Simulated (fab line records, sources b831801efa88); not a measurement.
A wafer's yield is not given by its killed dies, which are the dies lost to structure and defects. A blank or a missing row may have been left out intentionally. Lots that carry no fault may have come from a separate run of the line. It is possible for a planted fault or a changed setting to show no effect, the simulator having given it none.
fab line records	flow gf180mcu
record lots=5	wafers=15	last-day=34
route steps=602 shown M3@421 V3@429 M4@456
lots that met no fault: from a run of the same line without faults
start-h: the number of hours between the record's first day and the start of the first shown wafer of the lot	wait-h: hours since the lot's step before	" as in the row above	L1.1+2: a single row standing in for several wafers	- no value present, or no start provided	* or withheld: withheld	< > ~ a bound
route shown NAME@n: NAME is a module with steps in the file, n the number in the route of the first one	usual: average and standard deviation across the fault-free wafers	same: alike in all rows	chamber/n: place in a boat	sites: readings site by site	_std_site: standard deviation of those values	_edge_site: mean of outer sites minus mean of inner sites	radius-mm: how far each site lies from the wafer's centre	mask NAME#n: copy n	behind: the most recent tool/chamber to have shaped the wafer	hold: cause of the lot's hold/its duration in hours/its outcome	device: the transistor (n, p or np) that didn't switch	end of line: the route-end tests of the same wafers	a step with no rows: only its recipe	killed: not the wafer's yield, but the dies lost to structure and defects at the first sort	map: dies across one wafer; x = killed, . = not, _ = none there
set.NAME: the setting that was run; set.NAME@STEP: the one run at that earlier step	model.NAME: the simulator's own value behind a step, which no gauge read
certain route steps with their lots: each step a table, each wafer a row
services: a tool's chamber out of use, with start hour (start-h, from the record's first day; less than 0 if before it), hours out, and reason
## steps
# step GF_M3_PEB_12
# recipe peb-temp-c=135	peb-time-s=90	resist=KrF
# step GF_M3_DEVELOP_13
# recipe develop-time-s=60	dev-temp-c=21
# step GF_M3_METAL_ETCH_16
# recipe chemistry=Cl2/BCl3	mask-material=KrF	target-depth-nm=627.5	stop-on=SiO2	pressure-mtorr=8	icp-w=800	bias-w=140	Cl2_flow_sccm=80	bcl3-flow-sccm=40	time-s=104.6
# step GF_M3_STRIP_17
# recipe chemistry=O2/N2	power-w=1400	pressure-mtorr=1500	platen-temp-c=250	o2-flow-sccm=3000	n2-flow-sccm=300	overash-fraction=0.5
# step GF_M3_STRIP_18
# recipe chemistry=post-etch-residue-remover	time-s=1200	temp-c=72.5
# step GF_M3_CLEAN_19
# recipe chemistry=DIW	dry=n2-spin
# step GF_V3_CVD_00
# recipe material=SiO2	target-thk-nm=600	sigma-open-frac=0.3	temp-c=400	time-s=100	sih4-flow-sccm=60	pressure-mtorr=6
# step GF_V3_CVD_02
# recipe material=SiO2	target-thk-nm=850	precursor=TEOS	temp-c=400	time-s=94.851	rf-w=600
# step GF_V3_CMP_04
# recipe material=SiO2	down-force-psi=4	platen-rpm=60	pad-velocity-m-s=0.94248
# usual motor-current-A=12.4/0.98	time-to-endpoint-s=79/4.9
lot.wafer	tool	chamber	start-h	wait-h	motor-current-A	time-to-endpoint-s	model.SiO2_of_V3_CVD_02.thk-nm
L685.3	cmp-02	0	569.42	0.2	12.6	72	632.3
L685.5	"	1	"	"	10.9	79	633
L685.6	"	2	"	"	11.6	74	632.3
L687.3	cmp-02	1	583.69	0.1	11.3	101	569.7
L687.1	"	3	"	"	13.2	107	567.6
L687.6	"	0	"	"	12.6	100	569.3
L688.3	cmp-02	3	594.80	0.0	13.6	104	568.4
L688.4	"	2	"	"	12.0	106	569.7
L688.5	"	3	"	"	13.3	105	568
L691.1	cmp-02	0	616.16	0.1	12.9	105	570.5
L691.3	"	2	"	"	12.0	106	571.1
L691.6	"	3	"	"	13.2	109	568.6
L698.3	cmp-01	3	664.94	0.1	11.9	82	633.7
L698.1	"	0	"	"	11.3	71	631.4
L698.6	"	1	"	"	14.0	80	632.1
# step GF_V3_DEHYDRATE_06
# recipe temp-c=200	time-s=60
# step GF_V3_HMDS_07
# recipe prime-time-s=60	prime-temp-c=120
# step GF_V3_COAT_08
# recipe resist=BARC	temp-c=withheld	time-s=withheld	spin-rpm=withheld	resist-thk-nm=withheld
# step GF_V3_COAT_09
# recipe resist=KrF	spin-rpm=withheld	resist-thk-nm=1000
# step GF_V3_SOFTBAKE_10
# recipe temp-c=130	time-s=60	resist=KrF
# step GF_V3_EXPOSE_11
# recipe mask-id=Via3	target-cd-nm=260	na=0.68	source-shape=conventional	sigma-outer=0.6	dose-mj=38
# step GF_V3_PEB_12
# recipe peb-temp-c=135	peb-time-s=90	resist=KrF
# step GF_V3_DEVELOP_13
# recipe develop-time-s=60	resist=KrF	dev-temp-c=21
# step GF_V3_ETCH_16
# recipe chemistry=N2/H2	target-depth-a=withheld	overetch-a=withheld	time-s=withheld	target=BARC	ion-energy-ev=200	source-w=500	bias-w=100	pressure-mtorr=30	n2-flow-sccm=100	h2-flow-sccm=200
# step GF_V3_ETCH_17
# recipe chemistry=C4F8/O2/Ar	mask-material=KrF	target=SiO2	stop-on=TiN	source-w=1500	bias-w=1200	pressure-mtorr=40	c4f8-flow-sccm=withheld	O2_flow_sccm=6	Ar_flow_sccm=300	time-s=withheld	target-depth-a=6350
# usual oes-product-au=0.855/0.0047
lot.wafer	tool	chamber	start-h	wait-h	oes-product-au	model.etch.depth-nm	model.V3.feature-depth-nm
L685.3	rie-diel-02	3	-	-	0.853	632.3	632.3
L685.5	"	2	"	"	0.854	633	633
L685.6	"	1	"	"	0.847	632.3	632.3
L687.1	rie-diel-02	2	-	-	0.802	567.6	567.6
L687.3	"	3	"	"	0.808	569.7	569.7
L687.6	"	1	"	"	0.812	569.3	569.3
L688.3	rie-diel-03	2	-	-	0.811	568.4	568.4
L688.4	"	1	"	"	0.814	569.7	569.7
L688.5	"	1	"	"	0.816	568	568
L691.1	rie-diel-01	2	-	-	0.807	570.5	570.5
L691.3	"	3	"	"	0.814	571.1	571.1
L691.6	"	2	"	"	0.818	568.6	568.6
L698.1	rie-diel-03	2	-	-	0.853	631.4	631.4
L698.3	"	3	"	"	0.850	633.7	633.7
L698.6	"	2	"	"	0.862	632.1	632.1
# step GF_V3_STRIP_18
# recipe chemistry=O2/N2	power-w=1400	pressure-mtorr=1500	platen-temp-c=250	o2-flow-sccm=3000	n2-flow-sccm=300	overash-fraction=0.5
# step GF_V3_STRIP_19
# recipe chemistry=post-etch-residue-remover	time-s=1200	temp-c=72.5
# step GF_V3_CLEAN_20
# recipe chemistry=DIW	dry=n2-spin
# step GF_V3_SPUTTER_21
# recipe material=Ti	target-thk-nm=15	chamber-pressure-pa=5	power-w=2500	substrate-temp-c=200	time-s=80.02
# step GF_V3_SPUTTER_22
# recipe material=TiN	target-thk-nm=10	chamber-pressure-pa=5	power-w=4000	time-s=40
# step GF_V3_CVD_23
# recipe material=W	target-thk-nm=350	time-s=104.9	temp-c=400	pressure-torr=40
# step GF_V3_CMP_26
# recipe stop-on=SiO2	down-force-psi=3.5	platen-rpm=60	t-overpolish-s=15	target-thk-nm=0	pad-velocity-m-s=0.94248
# usual motor-current-A=11.3/0.93
lot.wafer	tool	chamber	start-h	wait-h	motor-current-A	model.SiO2_of_V3_CVD_02.thk-nm
L685.3	cmp-02	3	592.64	0.1	12.9	628.5
L685.5	"	2	"	"	10.7	629.3
L685.6	"	3	"	"	12.4	628.5
L687.3	cmp-02	3	606.26	0.1	12.4	565.9
L687.1	"	0	"	"	11.0	563.8
L687.6	"	1	"	"	10.3	565.5
L688.3	cmp-02	2	617.08	0.1	10.7	564.6
L688.4	"	0	"	"	11.6	565.9
L688.5	"	2	"	"	11.2	564.3
L691.1	cmp-01	0	637.91	0.1	10.1	566.7
L691.3	"	2	"	"	11.9	567.4
L691.6	"	0	"	"	10.1	564.9
L698.1	cmp-02	1	685.46	0.1	9.9	627.6
L698.3	"	3	"	"	12.9	629.9
L698.6	"	2	"	"	10.7	628.3
# step GF_M4_SPUTTER_00
# recipe material=Ti	target-thk-nm=37.5	arriving-ion-energy-ev=80	substrate-temp-c=200	chamber-pressure-pa=2	power-w=4000	time-s=150
## services
tool	chamber	start-h	hours	kind
cmp-01	-	549.59	1.2	repair
cmp-01	-	552.96	1.9	repair
cmp-02	-	555.67	0.7	repair
cmp-01	-	567.20	3.3	repair
rie-diel-03	1	569.09	7.5	repair
cmp-01	-	572.00	4.0	pm
cmp-01	-	576.00	-	consumable-replace:conditioner
cmp-01	-	576.00	-	consumable-replace:pad
cmp-01	-	580.80	0.5	repair
rie-diel-01	-	607.12	0.5	repair
cmp-02	-	609.23	6.3	pm
cmp-01	-	623.08	2.9	repair
rie-diel-01	0	625.98	-	clean
rie-diel-01	0	625.98	36.3	scheduled-down
rie-diel-01	0	625.98	36.3	vent-cycle
cmp-01	-	638.57	2.8	repair
rie-diel-01	1	640.59	21.1	repair
cmp-01	-	649.24	3.8	pm
rie-diel-01	1	667.32	2.3	repair
rie-diel-02	3	678.47	-	clean
rie-diel-02	3	678.47	15.2	scheduled-down
rie-diel-02	3	678.47	15.2	vent-cycle
## key
first-sign step=GF_V3_CMP_04	reading=time-to-endpoint-s	direction=up	sigmas=5.3	usual=*	struck=*
effect step=GF_V3_ETCH_17	reading=oes-product-au	direction=down	sigmas=9.3	usual=0.855	struck=0.811
model-effect step=GF_V3_CMP_04	value=SiO2_of_V3_CVD_02.thk-nm	without=632.3	struck=569.2
model-effect step=GF_V3_ETCH_17	value=etch.depth-nm	without=632.3	struck=569.2
model-effect step=GF_V3_CMP_26	value=SiO2_of_V3_CVD_02.thk-nm	without=628.6	struck=565.4
met-at GF_V3_CMP_04
struck-wafers L687.1,L687.3,L687.6,L688.3,L688.4,L688.5,L691.1,L691.3,L691.6
onset-between 569.42 583.69
fault kind=process-parameter-drift	tool=cmp-02	chamber=-	onset-h=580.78	steps=GF_V3_CMP_04	channel=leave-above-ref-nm	offset=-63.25	shape=step	end-h=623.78	acts-in=these-recipes-only	stated=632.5
